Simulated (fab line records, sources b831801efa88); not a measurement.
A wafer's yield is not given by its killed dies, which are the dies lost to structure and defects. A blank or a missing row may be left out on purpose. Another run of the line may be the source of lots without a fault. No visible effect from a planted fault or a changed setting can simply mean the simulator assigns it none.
A lot that was struck, set against a sound lot + flow sky130 + 34 steps out of a route of 708
Sound: wafers L556.1, L556.3, L556.6. Wafers L566.1, L566.3, L566.4 were the ones struck. At the end, the cause is stated.
Per side, at each step with rows, come the tool, then ch with its chambers, and then its first start. Under that, the readings that differ: sound wafers + struck wafers + difference of the means + sigmas: that difference in standard deviations of wafers without a fault.
alike: readings with means less than 2 such deviations apart, plus words and numbers identical on both sides. not compared: withheld readings, readings lacking a value on some wafer, bounds such as >300 that could conceal the same value, and numbers that have no deviation in the record and whose values overlap.
The two part at a step that has a row with sigmas, a row that says differs or no value, or rows on one side only. Non-overlapping numbers with no deviation appear without sigmas and do not part them. A reading missing from all wafers of one side parts the sides only when that side holds two or more wafers.

first, 7 steps without rows for these wafers: SKY_SONOS_TUNNEL_DEVELOP_06 (develop time 60 s); SKY_SONOS_TUNNEL_IMPLANT_09; SKY_SONOS_TUNNEL_WET_ETCH_10 (etches SiO2 in dHF, target depth 14 nm, time 280 s); SKY_SONOS_TUNNEL_STRIP_11 (strips in SPM, time 600 s); SKY_SONOS_TUNNEL_CLEAN_13 (cleans in dHF, time 20 s); SKY_SONOS_ONO_OXIDATION_00 (stabilise 600 s, purge 300 s, target thk 2.6 nm); SKY_SONOS_ONO_CVD_02 (deposits Si3N4 from DCS/NH3, target thk 10.5 nm, time 180 s).
SKY_SONOS_ONO_CVD_04: deposits SiO2 from SiH4/N2O, target thk 5.7199 nm.
  sound on lpcvd-03 ch 1, day 13 13:16; struck on lpcvd-03 ch 1, day 16 21:57
| reading                                    | sound             | struck            | difference | sigmas |
|--------------------------------------------|-------------------|-------------------|------------|--------|
| model.SiO2_of_SONOS_ONO_CVD_04.thk_nm (nm) | 5.781 5.801 5.842 | 7.797 7.827 7.826 | +2.009     |        |
SKY_SONOS_ONO_THK_MEAS_05:
  sound: film_metro-04 at day 13 14:31; struck: film_metro-01 at day 16 23:12
| reading                   | sound          | struck         | difference | sigmas |
|---------------------------|----------------|----------------|------------|--------|
| SONOS_ONO_CVD_04_THK (nm) | 5.80 5.82 5.82 | 7.86 7.86 7.87 | +2.05      | +16    |
then, 23 steps without rows for these wafers: SKY_SONOS_ONO_DEHYDRATE_06 (time 60 s); SKY_SONOS_ONO_HMDS_07 (prime time 60 s); SKY_SONOS_ONO_COAT_08 (resist thk 1140 nm); SKY_SONOS_ONO_SOFTBAKE_09 (time 60 s); SKY_SONOS_ONO_EXPOSE_10 (exposes mask ONOM, target cd 410 nm); SKY_SONOS_ONO_PEB_11; SKY_SONOS_ONO_DEVELOP_12 (develop time 60 s); SKY_SONOS_ONO_ETCH_15 (etches the open film in CHF3/O2, target depth 19.52 nm, time 7.8 s); SKY_SONOS_ONO_WET_ETCH_16 (etches SiO2 in dHF, target depth 14 nm, time 280 s); SKY_SONOS_ONO_STRIP_17 (strips in O2/N2); SKY_SONOS_ONO_WET_ETCH_18 (etches Si3N4 in H3PO4, target depth 15 nm, time 172 s); SKY_GATE_OXIDE_CLEAN_00 (cleans in SC1/SC2, time 150 s); SKY_GATE_OXIDE_OXIDATION_01 (stabilise 600 s, purge 300 s, target thk 10.268 nm); SKY_GATE_OXIDE_DEHYDRATE_03 (time 60 s); SKY_GATE_OXIDE_HMDS_04 (prime time 60 s); SKY_GATE_OXIDE_COAT_05 (resist thk 1140 nm); SKY_GATE_OXIDE_SOFTBAKE_06 (time 60 s); SKY_GATE_OXIDE_EXPOSE_07 (exposes mask LVOM, target cd 600 nm); SKY_GATE_OXIDE_PEB_08; SKY_GATE_OXIDE_DEVELOP_09 (develop time 60 s); SKY_GATE_OXIDE_IMPLANT_11; SKY_GATE_OXIDE_WET_ETCH_12 (etches SiO2 in dHF, target depth 16.8 nm, time 336 s); SKY_GATE_OXIDE_STRIP_13 (strips in O2/N2).
-- record jumps: 18 days separate the struck wafers' starts on either side; left off in module GATE_OXIDE, taken up again in module LI_CONTACT, whose first shown step is the route's number 376 --
SKY_LI_CONTACT_ETCH_14: etches BARC in N2/H2, stops on SiO2, time 45.9 s, target depth 60 nm.
  sound on rie_diel-01 ch 1,2,3, day 31 03:55; struck on rie_diel-04 ch 1,2,3, day 34 12:06
| reading                                    | sound             | struck           | difference | sigmas |
|--------------------------------------------|-------------------|------------------|------------|--------|
| model.SiO2_of_SONOS_ONO_CVD_04.thk_nm (nm) | 4.254 4.273 4.323 | 6.27 6.301 6.299 | +2.01      |        |
  alike: bias_w, drypump_motor_current_A, oes_product_au, throttle_valve_pct
  not compared: rf_hours_counter_h
-- record jumps: 15 days separate the struck wafers' starts on either side; left off in module LI_CONTACT, taken up again in module PAD_OPEN, whose first shown step is the route's number 708 --
SKY_PAD_OPEN_PROBE_99:
  sound: prober-01 at day 47 06:37; struck: prober-01 at day 49 18:24
| reading                                     | sound               | struck                 | difference | sigmas |
|---------------------------------------------|---------------------|------------------------|------------|--------|
| model.etest.sonos_erased.drive_ua_um        | 212.7 214 177.2     | 56.13 51.61 43.39      | -150.92    |        |
| model.etest.sonos_uncharged.r_on_ohm_um     | 797.4 806.4 810.9   | 879.7 862.3 892.4      | +73.2      |        |
| model.etest.sonos_programmed.off_log10_a_um | -13.86 -13.96 -14   | -5.479 -5.253 -6.192   | +8.299     |        |
| model.etest.cap_ono.gate_bv_v (V)           | 16.67 16.71 16.95   | 18.74 19.09 18.69      | +2.06      |        |
| model.etest.cap_ono.tox_acc_nm (nm)         | 13.15 13.11 13.13   | 15.13 15.12 15.12      | +1.99      |        |
| model.etest.sonos_erased.vt_v (V)           | -2.238 -2.234 -2.19 | -0.873 -0.8641 -0.8209 | +1.368     |        |
| model.etest.sonos_programmed.vt_v (V)       | 1.331 1.349 1.39    | 0.09311 0.08524 0.1636 | -1.24268   |        |
| model.etest.cap_ono.under_floor             | 0 0 0               | 1 1 1                  | +1         |        |
  alike: killed_at_M0_to_M3, killed_at_M4_up, killed_at_contacts, killed_at_front_end, killed_at_other, killed_dies, killed_open, killed_short

WHERE THEY PART
Within this record, at SKY_SONOS_ONO_THK_MEAS_05 only. Later steps at which nothing parts them and some readings are alike: SKY_LI_CONTACT_ETCH_14, SKY_PAD_OPEN_PROBE_99.

WHY: whatever the simulator had introduced
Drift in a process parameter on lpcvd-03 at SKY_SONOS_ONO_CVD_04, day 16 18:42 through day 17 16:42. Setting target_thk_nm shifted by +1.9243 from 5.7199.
